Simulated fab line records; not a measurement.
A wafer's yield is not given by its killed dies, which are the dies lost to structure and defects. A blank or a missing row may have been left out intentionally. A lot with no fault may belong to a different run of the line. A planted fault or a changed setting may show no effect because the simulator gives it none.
fab line records	flow gf180mcu
record lots=11	wafers=33	lastDay=34
route steps=602 shown CONTACT@311 M3@409 M4@458
lots with no fault: from the same line, run without faults
startH: hours from the record's opening day to when the first of the lot's shown wafers began	waitH: hours since the lot's step before	" unchanged from the row above	L1.1+2: several wafers, shown together as one row	- no value, or no start was given	* or withheld: withheld	< > ~ a bound
route shown NAME@n: names a module that has steps shown in the file, with the first one's number in the route	usual: mean and standard deviation over wafers with no fault	same: alike in all rows	chamber/n: place in a boat	sites: per-site readings	_std_site: standard deviation across them	_edge_site: mean of outer sites minus mean of inner sites	radiusMm: how far each site lies from the wafer's centre	mask NAME#n: copy n	behind: the last tool/chamber to shape the wafer	hold: why the lot went on hold/how many hours it stayed there/how the hold came to an end	device: which transistor (n, p or np) failed to switch	end of line: tests of these same wafers at the route's end	where a step has no rows: the recipe by itself	killed: count of dies lost to structure and defects at first sort (not the wafer's yield)	map: the dies of a wafer, with x for killed, . for not killed, _ for no die there
set.NAME: setting as actually run; set.NAME@STEP: the setting as run at that earlier step	model.NAME: the simulator's own value behind a step, which no gauge read
one table for each step of the route and one row for each wafer, over a sample of lots
services: when a tool's chamber went out of use (startH, in hours from the record's first day, below 0 if earlier), for how many hours, and the reason
## steps
# step GF_CONTACT_CVD_24
# recipe material=W	targetThkNm=300	timeS=90.339	tempC=400	pressureTorr=40
# usual chamberPressureTorr=40.00/0.075	heaterPowerOuterW=491/23	heaterPowerW=807/58	susceptorTempC=400.02/0.24
lot.wafer	tool	chamber	startH	waitH	chamberPressureTorr	heaterPowerOuterW	heaterPowerW	susceptorTempC
L326.1	cvdW-02	0	369.76	0.0	40.04	506	818	400.09
L326.2	"	1	"	"	40.05	512	876	400.13
L326.3	"	1	"	"	39.99	515	898	400.48
L331.2	cvdW-01	0	417.58	0.0	39.87	476	743	399.69
L331.4	"	1	"	"	39.97	468	771	399.88
L331.5	"	0	"	"	40.08	457	705	400.07
L332.1	cvdW-01	1	425.13	0.0	40.00	679	1034	454.45
L332.2	"	0	"	"	39.96	652	1000	454.06
L332.6	"	0	"	"	39.97	639	1005	453.93
L333.2	cvdW-01	1	435.93	0.0	39.96	677	1023	454.41
L333.4	"	1	"	"	40.04	683	1057	454.22
L333.6	"	0	"	"	40.05	659	1004	454.66
L335.2	cvdW-02	1	453.08	0.0	39.92	537	895	400.09
L335.4	"	0	"	"	39.99	494	823	399.82
L335.6	"	1	"	"	40.05	528	897	400.06
L342.1	cvdW-01	0	511.85	0.0	39.96	452	727	399.88
L342.2	"	1	"	"	40.02	480	761	400.28
L342.3	"	0	"	"	39.96	469	756	399.81
L343.1	cvdW-02	0	528.66	0.0	39.99	484	826	399.58
L343.3	"	1	"	"	39.91	522	877	399.88
L343.5	"	0	"	"	40.00	492	833	399.73
L345.2	cvdW-01	1	540.73	0.0	40.02	483	755	400.30
L345.4	"	1	"	"	39.99	502	786	400.19
L345.5	"	1	"	"	40.03	484	777	400.36
L346.2	cvdW-02	0	544.72	0.0	40.00	479	861	399.73
L346.3	"	1	"	"	39.92	523	867	399.70
L346.5	"	1	"	"	40.08	522	887	400.02
L348.1	cvdW-01	0	562.61	0.0	40.04	464	743	399.97
L348.3	"	0	"	"	40.01	463	750	400.02
L348.4	"	1	"	"	40.16	495	777	399.83
L347.1	cvdW-01	1	563.41	0.0	39.94	492	776	400.07
L347.3	"	1	"	"	40.05	482	757	399.85
L347.5	"	0	"	"	39.91	466	731	400.26
# step GF_CONTACT_RS_MEAS_25
# recipe thkMeasGauge=four-point-probe	reads=W_of_CONTACT_CVD_24+TiN_of_CONTACT_SPUTTER_23+Ti_of_CONTACT_SPUTTER_22
# usual CONTACT_W_RS=0.386/0.0045
lot.wafer	tool	chamber	startH	waitH	CONTACT_W_RS[ohm/sq]
L326.1	filmMetro-02	-	369.86	0.1	0.389
L326.2	"	-	"	"	0.385
L326.3	"	-	"	"	0.381
L331.2	filmMetro-01	-	417.70	0.1	0.390
L331.4	"	-	"	"	0.387
L331.5	"	-	"	"	0.386
L332.1	filmMetro-02	-	425.23	0.1	0.228
L332.2	"	-	"	"	0.226
L332.6	"	-	"	"	0.226
L333.2	filmMetro-02	-	436.05	0.1	0.227
L333.4	"	-	"	"	0.225
L333.6	"	-	"	"	0.225
L335.2	filmMetro-04	-	453.20	0.1	0.385
L335.4	"	-	"	"	0.393
L335.6	"	-	"	"	0.384
L342.1	filmMetro-04	-	511.95	0.1	0.393
L342.2	"	-	"	"	0.395
L342.3	"	-	"	"	0.392
L343.1	filmMetro-02	-	528.76	0.1	0.382
L343.3	"	-	"	"	0.387
L343.5	"	-	"	"	0.383
L345.2	filmMetro-01	-	540.85	0.1	0.391
L345.4	"	-	"	"	0.394
L345.5	"	-	"	"	0.394
L346.2	filmMetro-02	-	544.84	0.1	0.383
L346.3	"	-	"	"	0.389
L346.5	"	-	"	"	0.389
L348.1	filmMetro-04	-	562.71	0.1	0.381
L348.3	"	-	"	"	0.379
L348.4	"	-	"	"	0.390
L347.1	filmMetro-01	-	563.51	0.1	0.387
L347.3	"	-	"	"	0.386
L347.5	"	-	"	"	0.378
# step GF_CONTACT_THK_MEAS_26
# recipe thkMeasGauge=xrf	reads=W_of_CONTACT_CVD_24
# usual CONTACT_W_THK=294/3.8
lot.wafer	tool	chamber	startH	waitH	CONTACT_W_THK[nm]
L326.1	filmMetro-02	-	369.98	0.1	291
L326.2	"	-	"	"	296
L326.3	"	-	"	"	297
L331.2	filmMetro-01	-	417.81	0.1	292
L331.4	"	-	"	"	293
L331.5	"	-	"	"	295
L332.1	filmMetro-02	-	425.35	0.1	496
L332.2	"	-	"	"	504
L332.6	"	-	"	"	505
L333.2	filmMetro-02	-	436.16	0.1	501
L333.4	"	-	"	"	504
L333.6	"	-	"	"	504
L335.2	filmMetro-04	-	453.31	0.1	299
L335.4	"	-	"	"	292
L335.6	"	-	"	"	299
L342.1	filmMetro-04	-	512.07	0.1	289
L342.2	"	-	"	"	288
L342.3	"	-	"	"	289
L343.1	filmMetro-02	-	528.88	0.1	297
L343.3	"	-	"	"	295
L343.5	"	-	"	"	297
L345.2	filmMetro-01	-	540.96	0.1	290
L345.4	"	-	"	"	288
L345.5	"	-	"	"	286
L346.2	filmMetro-02	-	544.95	0.1	297
L346.3	"	-	"	"	292
L346.5	"	-	"	"	292
L348.1	filmMetro-04	-	562.83	0.1	295
L348.3	"	-	"	"	298
L348.4	"	-	"	"	289
L347.1	filmMetro-01	-	563.63	0.1	294
L347.3	"	-	"	"	293
L347.5	"	-	"	"	302
# step GF_CONTACT_CMP_27
# recipe stopOn=SiO2	downForcePsi=3.5	platenRpm=60	tOverpolishS=15	targetThkNm=0	padVelocityMS=0.94248
# usual motorCurrentA=11.4/0.81	retainingRingPressureFrac=0.999/0.005	timeToEndpointS=70/3.5
lot.wafer	tool	chamber	startH	waitH	motorCurrentA	retainingRingPressureFrac	timeToEndpointS
L326.3	cmp-02	1	370.09	0.1	10.9	1.000	71
L326.1	"	2	"	"	10.9	0.995	64
L326.2	"	3	"	"	11.3	0.997	69
L331.4	cmp-01	3	417.91	0.1	10.1	0.990	70
L331.2	"	0	"	"	13.3	1.010	65
L331.5	"	2	"	"	12.2	0.999	74
L332.2	cmp-02	2	425.41	0.0	11.4	1.006	108
L332.1	"	3	"	"	11.2	1.004	119
L332.6	"	3	"	"	11.9	1.001	116
L333.4	cmp-01	3	436.21	0.0	10.4	1.012	120
L333.2	"	1	"	"	10.2	0.995	125
L333.6	"	0	"	"	13.2	1.002	117
L335.2	cmp-02	2	453.36	0.0	11.0	1.002	65
L335.4	"	3	"	"	11.9	0.992	71
L335.6	"	3	"	"	11.6	0.995	74
L342.3	cmp-02	3	512.13	0.0	11.6	0.999	70
L342.2	"	1	"	"	11.0	0.999	67
L342.1	"	2	"	"	11.1	1.005	69
L343.1	cmp-01	2	528.99	0.1	12.5	1.005	74
L343.3	"	0	"	"	13.1	0.995	66
L343.5	"	1	"	"	11.2	0.995	75
L345.2	cmp-02	1	541.11	0.1	11.5	1.002	68
L345.4	"	2	"	"	10.9	1.001	67
L345.5	"	0	"	"	12.0	1.009	73
L346.2	cmp-02	0	545.00	0.0	11.9	1.003	72
L346.3	"	2	"	"	11.0	0.993	66
L346.5	"	0	"	"	11.3	1.002	71
L348.4	cmp-02	0	562.89	0.0	12.0	0.999	72
L348.3	"	1	"	"	10.9	1.005	72
L348.1	"	2	"	"	11.0	0.994	69
L347.3	cmp-02	1	563.79	0.1	10.9	0.998	72
L347.1	"	2	"	"	11.1	0.994	68
L347.5	"	3	"	"	12.0	0.999	77
# step GF_M3_SPUTTER_00
# recipe material=Ti	targetThkNm=37.5	arrivingIonEnergyEv=80	substrateTempC=200	chamberPressurePa=2	powerW=4000	timeS=150
# usual throttleValvePct=30.3/1.2
lot.wafer	tool	chamber	startH	waitH	throttleValvePct
L326.1	pvdSputter-04	-	469.49	0.1	28.6
L326.2	"	-	"	"	29.6
L326.3	"	-	"	"	31.1
L331.2	pvdSputter-02	-	523.80	0.2	30.2
L331.4	"	-	"	"	32.5
L331.5	"	-	"	"	30.3
L332.1	pvdSputter-04	-	527.20	0.1	29.3
L332.2	"	-	"	"	28.5
L332.6	"	-	"	"	30.9
L333.2	pvdSputter-02	-	538.11	0.1	30.7
L333.4	"	-	"	"	32.7
L333.6	"	-	"	"	29.9
L335.2	pvdSputter-02	-	554.32	0.2	32.4
L335.4	"	-	"	"	29.8
L335.6	"	-	"	"	32.6
L342.1	pvdSputter-02	-	607.06	0.1	30.0
L342.2	"	-	"	"	29.7
L342.3	"	-	"	"	32.3
L343.1	pvdSputter-02	-	621.74	0.1	29.8
L343.3	"	-	"	"	30.1
L343.5	"	-	"	"	32.4
L345.2	pvdSputter-03	-	633.72	0.2	30.3
L345.4	"	-	"	"	28.8
L345.5	"	-	"	"	28.9
L346.2	pvdSputter-02	-	636.72	0.1	29.9
L346.3	"	-	"	"	32.5
L346.5	"	-	"	"	32.7
L348.1	pvdSputter-02	-	651.45	0.1	30.6
L348.3	"	-	"	"	32.6
L348.4	"	-	"	"	30.0
L347.1	pvdSputter-04	-	653.37	0.2	29.7
L347.3	"	-	"	"	28.3
L347.5	"	-	"	"	29.3
# step GF_M4_SPUTTER_02
# recipe material=AlCu	targetThkNm=450	powerW=10600	timeS=23.9	chamberPressurePa=0.4
# usual throttleValvePct=30.3/0.92
lot.wafer	tool	chamber	startH	waitH	throttleValvePct
L326.1	pvdSputter-02	-	519.82	0.0	30.1
L326.2	"	-	"	"	30.4
L326.3	"	-	"	"	29.4
L331.2	pvdSputter-02	-	572.99	0.0	30.6
L331.4	"	-	"	"	30.0
L331.5	"	-	"	"	30.5
L332.1	pvdSputter-02	-	574.91	0.0	30.0
L332.2	"	-	"	"	30.7
L332.6	"	-	"	"	29.6
L333.2	pvdSputter-01	-	585.54	0.0	29.7
L333.4	"	-	"	"	30.4
L333.6	"	-	"	"	29.7
L335.2	pvdSputter-01	-	600.27	0.0	30.0
L335.4	"	-	"	"	29.8
L335.6	"	-	"	"	30.4
L342.1	pvdSputter-03	-	651.88	0.0	29.0
L342.2	"	-	"	"	30.9
L342.3	"	-	"	"	29.2
L343.1	pvdSputter-02	-	663.58	0.0	32.5
L343.3	"	-	"	"	30.5
L343.5	"	-	"	"	29.7
L345.2	pvdSputter-02	-	676.50	0.0	30.0
L345.4	"	-	"	"	32.6
L345.5	"	-	"	"	29.9
L346.2	pvdSputter-03	-	679.91	0.0	30.5
L346.3	"	-	"	"	28.8
L346.5	"	-	"	"	30.4
L348.1	pvdSputter-01	-	692.71	0.0	31.1
L348.3	"	-	"	"	30.2
L348.4	"	-	"	"	30.9
L347.1	pvdSputter-03	-	695.35	0.0	28.9
L347.3	"	-	"	"	30.3
L347.5	"	-	"	"	29.1
# step GF_M4_CD_MEAS_14
# recipe targetCdNm=280
# usual cdNm=279.8/1.4
lot.wafer	tool	chamber	startH	waitH	cdNm
L326.1	cdSem-02	-	542.14	0.1	278.0
L326.2	"	-	"	"	279.0
L326.3	"	-	"	"	280.1
L331.2	cdSem-02	-	594.05	0.1	280.6
L331.4	"	-	"	"	279.8
L331.5	"	-	"	"	280.7
L332.1	cdSem-02	-	596.16	0.1	279.9
L332.2	"	-	"	"	281.5
L332.6	"	-	"	"	281.0
L333.2	cdSem-01	-	606.43	0.1	281.4
L333.4	"	-	"	"	280.6
L333.6	"	-	"	"	281.1
L335.2	cdSem-01	-	620.86	0.1	281.4
L335.4	"	-	"	"	280.0
L335.6	"	-	"	"	281.4
L342.1	cdSem-01	-	671.73	0.1	277.7
L342.2	"	-	"	"	277.3
L342.3	"	-	"	"	277.6
L343.1	cdSem-02	-	682.86	0.1	281.3
L343.3	"	-	"	"	280.9
L343.5	"	-	"	"	281.0
L345.2	cdSem-02	-	695.65	0.1	279.0
L345.4	"	-	"	"	280.3
L345.5	"	-	"	"	279.3
L346.2	cdSem-02	-	698.20	0.1	281.5
L346.3	"	-	"	"	282.0
L346.5	"	-	"	"	282.1
L348.1	cdSem-01	-	710.79	0.1	280.1
L348.3	"	-	"	"	279.5
L348.4	"	-	"	"	279.9
L347.1	cdSem-02	-	713.28	0.1	278.2
L347.3	"	-	"	"	279.6
L347.5	"	-	"	"	278.0
## services
tool	chamber	startH	hours	kind
pvdSputter-02	-	354.71	1.0	repair
pvdSputter-02	-	358.11	2.9	repair
cvdW-01	-	390.00	14.0	pm
cvdW-02	0	429.25	1.2	repair
pvdSputter-03	-	456.52	110.0	repair
cvdW-02	1	467.33	4.5	repair
cmp-02	-	467.87	0.6	repair
cmp-02	-	485.82	1.8	repair
cmp-02	-	497.39	5.5	pm
cmp-02	-	507.94	0.3	repair
cvdW-01	-	564.69	1.2	repair
cmp-02	-	572.04	4.0	pm
cvdW-01	-	572.16	14.6	pm
pvdSputter-02	-	592.74	2.0	repair
cmp-02	-	603.09	0.8	repair
cmp-02	-	603.60	2.5	repair
pvdSputter-03	-	634.51	2.5	repair
cvdW-01	0	635.22	12.0	repair
cvdW-02	1	643.89	11.4	repair
cvdW-01	-	652.14	0.6	repair
cmp-02	-	664.20	0.4	repair
cvdW-02	-	665.90	2.1	repair
cvdW-02	-	681.94	0.7	repair
cvdW-01	-	690.55	6.0	pm
## key
firstSign step=GF_CONTACT_CVD_24	reading=susceptorTempC	direction=up	sigmas=99+	usual=*	struck=*
effect step=GF_CONTACT_CVD_24	reading=heaterPowerOuterW	direction=up	sigmas=7.5	usual=491	struck=665
effect step=GF_CONTACT_RS_MEAS_25	reading=CONTACT_W_RS	direction=down	sigmas=35	usual=0.386	struck=0.226
effect step=GF_CONTACT_THK_MEAS_26	reading=CONTACT_W_THK	direction=up	sigmas=55	usual=294	struck=502
effect step=GF_CONTACT_CMP_27	reading=timeToEndpointS	direction=up	sigmas=13	usual=*	struck=*
metAt GF_CONTACT_CVD_24
struckLots L332,L333
testerLeftOut L332,L333
notActingAt GF_M3_SPUTTER_00,GF_M4_SPUTTER_02,GF_M4_CD_MEAS_14
onsetBetween 417.58 425.13
fault kind=processParameterDrift	tool=cvdW-01	chamber=-	onsetH=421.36	steps=GF_CONTACT_CVD_24	channel=tempC	offset=*	shape=step	endH=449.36	actsIn=*	stated=*
# testerLeftOut: of these lots the tester's yield and bins aren't shown, on N5 and GAA mostly nor the transistor test; their killed dies are dies lost to structure and defects alone, not to doping, threshold or leakage, so they don't give the yield
